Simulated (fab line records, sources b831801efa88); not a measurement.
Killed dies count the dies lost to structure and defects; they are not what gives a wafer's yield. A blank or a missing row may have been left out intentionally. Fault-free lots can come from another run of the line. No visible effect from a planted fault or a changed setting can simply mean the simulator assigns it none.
Which of the tools did it?    flow gf180mcu    Sampling: 14 lots, 42 wafers, 3 of 602 route steps

WHAT THE GAUGES SHOWED, per wafer
GF_VT_IMPLANT_TW_MEAS_21. Usual: VT_IMPLANT_2_TW gives 1207 (standard deviation 11).
lot   measured      on             VT_IMPLANT_2_TW  flag
L513  day 6 06:17   film_metro-04  1222 1217 1222   
L514  day 6 12:36   film_metro-01  1193 1202 1194   
L515  day 6 15:32   film_metro-04  1107 1216 1092   OFF
L516  day 6 23:20   film_metro-04  1194 1166 1107   OFF
L517  day 7 06:55   film_metro-03  1089 1082 1095   OFF
L525  day 9 09:59   film_metro-04  1237 1227 1226   
L526  day 9 17:32   film_metro-01  1204 1202 1200   
L527  day 9 20:20   film_metro-03  1209 1205 1202   
L528  day 10 04:03  film_metro-04  1223 1214 1214   
L531  day 10 22:45  film_metro-03  1193 1196 1197   
L533  day 11 12:32  film_metro-04  1220 1221 1223   
L534  day 11 18:26  film_metro-03  1197 1195 1202   
L535  day 12 01:20  film_metro-03  1198 1200 1204   
L536  day 12 09:56  film_metro-01  1198 1199 1195   

GF_SAB_THK_MEAS_01. Usual: SAB_CVD_00_THK gives 50.0 nm (standard deviation 0.62).
lot   measured      on             SAB_CVD_00_THK (nm)  flag
L513  day 14 05:10  film_metro-03  48.7 49.3 50.2       
L514  day 14 12:31  film_metro-03  49.8 51.1 50.7       
L515  day 14 19:30  film_metro-03  49.4 50.3 50.4       
L516  day 15 07:44  film_metro-01  50.1 50.1 50.8       
L517  day 15 11:23  film_metro-03  50.1 50.9 51.0       
L525  day 18 14:44  film_metro-01  49.3 49.2 49.7       
L526  day 18 23:06  film_metro-03  49.9 49.3 49.1       
L527  day 19 03:52  film_metro-01  49.9 50.7 50.6       
L528  day 19 08:43  film_metro-02  49.5 49.8 50.1       
L531  day 20 13:01  film_metro-03  48.8 50.2 50.3       
L533  day 21 04:13  film_metro-02  49.9 49.6 51.1       
L534  day 21 13:40  film_metro-03  49.3 50.0 50.5       
L535  day 21 21:24  film_metro-02  49.4 49.2 50.2       
L536  day 22 09:38  film_metro-03  49.6 50.1 50.6       

WHAT TOOL EACH LOT RAN ON (gives the tool, then ch and the chambers of the sampled wafers, and finally the start)
lot   GF_VT_IMPLANT_IMPLANT_19
L513  implanter-04 ch 0, day 6 06:03
L514  implanter-04 ch 0, day 6 12:23
L515  implanter-04 ch 0, day 6 15:17
L516  implanter-04 ch 0, day 6 23:06
L517  implanter-04 ch 0, day 7 06:40
L525  implanter-02 ch 0, day 9 09:44
L526  implanter-04 ch 0, day 9 17:18
L527  implanter-04 ch 0, day 9 20:07
L528  implanter-01 ch 0, day 10 03:50
L531  implanter-04 ch 0, day 10 22:32
L533  implanter-02 ch 0, day 11 12:17
L534  implanter-04 ch 0, day 11 18:13
L535  implanter-04 ch 0, day 12 01:06
L536  implanter-02 ch 0, day 12 09:41
- GF_VT_IMPLANT_IMPLANT_19

AS READ BY THE TOOLS THEMSELVES (means over the sampled wafers that have a number; for cases with no such wafer, the mark the record gives instead)
The record holds no such reading with a usual standard deviation.

THE ANSWER, worked out from the rows above alone
Rule: lot off if the mean of its wafers having a number is beyond 3 standard deviations from the usual mean. A lot without any number at a reading at which 4 lots or more have one is off too. All remaining lots with rows at the step are treated as sound. After the gauges, taken in route order, come the tools' own readings; for these a lot's mean is taken, as printed above. The first step at which some lot is off is used, and at that step the reading that is off furthest; a lot without a number counts as furthest.
Off: L515, L516, L517, at GF_VT_IMPLANT_TW_MEAS_21 (VT_IMPLANT_2_TW).
A tool fits if, at a process step before that reading, it ran every lot that is off, and no sound lot after the first of them. Gauges at GF_VT_IMPLANT_TW_MEAS_21: tried the same way as those tools. Not one of the candidates tried fits.

WHAT WAS PUT IN BY THE SIMULATOR
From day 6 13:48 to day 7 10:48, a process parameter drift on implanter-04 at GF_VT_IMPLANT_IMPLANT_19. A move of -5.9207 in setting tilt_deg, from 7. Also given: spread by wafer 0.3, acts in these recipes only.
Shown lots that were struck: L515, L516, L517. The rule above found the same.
